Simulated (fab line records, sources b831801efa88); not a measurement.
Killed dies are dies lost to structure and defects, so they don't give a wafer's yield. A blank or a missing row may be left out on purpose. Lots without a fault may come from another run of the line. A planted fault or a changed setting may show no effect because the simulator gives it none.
Which tool did it? | flow sky130 | 11 lots, 33 wafers sampled, at 3 steps of a route of 708

WHAT THE GAUGES READ, wafer by wafer
SKY_CAPM_THK_MEAS_01.
lot  | measured     | on            | CAPM_CVD_00_THK (nm)
L744 | day 36 15:56 | film_metro-01 | 15.18 15.41 15.37
L747 | day 37 16:35 | film_metro-03 | 14.96 15.11 15.59
L749 | day 37 20:44 | film_metro-04 | 15.26 15.05 15.40
L751 | day 38 17:56 | film_metro-01 | 15.38 15.38 15.36
L753 | day 39 00:34 | film_metro-01 | 15.02 15.27 15.67
L757 | day 40 09:59 | film_metro-04 | 15.41 15.80 15.79
L758 | day 40 15:11 | film_metro-04 | 15.31 15.32 15.57
L760 | day 41 04:45 | film_metro-01 | 15.69 15.34 15.65
L762 | day 42 03:26 | film_metro-01 | 15.68 15.41 15.72
L764 | day 42 09:07 | film_metro-01 | 15.27 15.58 15.64
L765 | day 42 14:53 | film_metro-01 | 15.28 15.39 15.37

WHICH TOOL RAN EACH LOT (tool, then ch and the chambers of the sampled wafers, then the start)
lot  | SKY_VIA2_ETCH_14                   | SKY_CAPM_CVD_00
L744 | rie_diel-04 ch 1,2, day 36 14:22   | pecvd-01 ch 0,1, day 36 15:55
L747 | rie_diel-02 ch 0,1,3, day 37 15:02 | pecvd-01 ch 0,2, day 37 16:33
L749 | rie_diel-03 ch 2,3, day 37 19:10   | pecvd-01 ch 0,1,2, day 37 20:42
L751 | rie_diel-04 ch 0,1, day 38 16:22   | pecvd-04 ch 0,2, day 38 17:54
L753 | rie_diel-02 ch 0,2, day 38 23:01   | pecvd-01 ch 0,2, day 39 00:32
L757 | rie_diel-03 ch 1,2, day 40 08:25   | pecvd-01 ch 1,2, day 40 09:56
L758 | rie_diel-03 ch 2,3, day 40 13:38   | pecvd-02 ch 0,1, day 40 15:09
L760 | rie_diel-03 ch 1,2,3, day 41 02:56 | pecvd-02 ch 0,1, day 41 04:41
L762 | rie_diel-03 ch 1,3, day 42 01:53   | pecvd-02 ch 0,1, day 42 03:25
L764 | rie_diel-04 ch 0,1,3, day 42 07:34 | pecvd-01 ch 0,1, day 42 09:05
L765 | rie_diel-02 ch 0,1,3, day 42 13:08 | pecvd-04 ch 0,1, day 42 14:50
- SKY_VIA2_ETCH_14: etches BARC in N2/H2, stops on SiO2, time 45.9 s, target depth 60 nm.
- SKY_CAPM_CVD_00: deposits SiO2, target thk 15.5 nm.

THE ANSWER, worked out from the rows above alone
Rule: what is usual is taken from the lots themselves. Put in order of their means at a reading, lots are off if they are a third of the lots or fewer, leave a main group of 4 or more, and stand apart from it by a gap of 3 or more times the standard deviation of the main group's means; of several such gaps the widest counts. A main group whose means are all the same, to the digits that the tables above print for the reading, isn't used. A lot without any number at a reading at which 4 lots or more have one is off too. The other lots that the step has rows for count as sound.
No lot is off at any reading shown: from this, nothing can be told.

WHAT THE SIMULATOR HAD PUT IN
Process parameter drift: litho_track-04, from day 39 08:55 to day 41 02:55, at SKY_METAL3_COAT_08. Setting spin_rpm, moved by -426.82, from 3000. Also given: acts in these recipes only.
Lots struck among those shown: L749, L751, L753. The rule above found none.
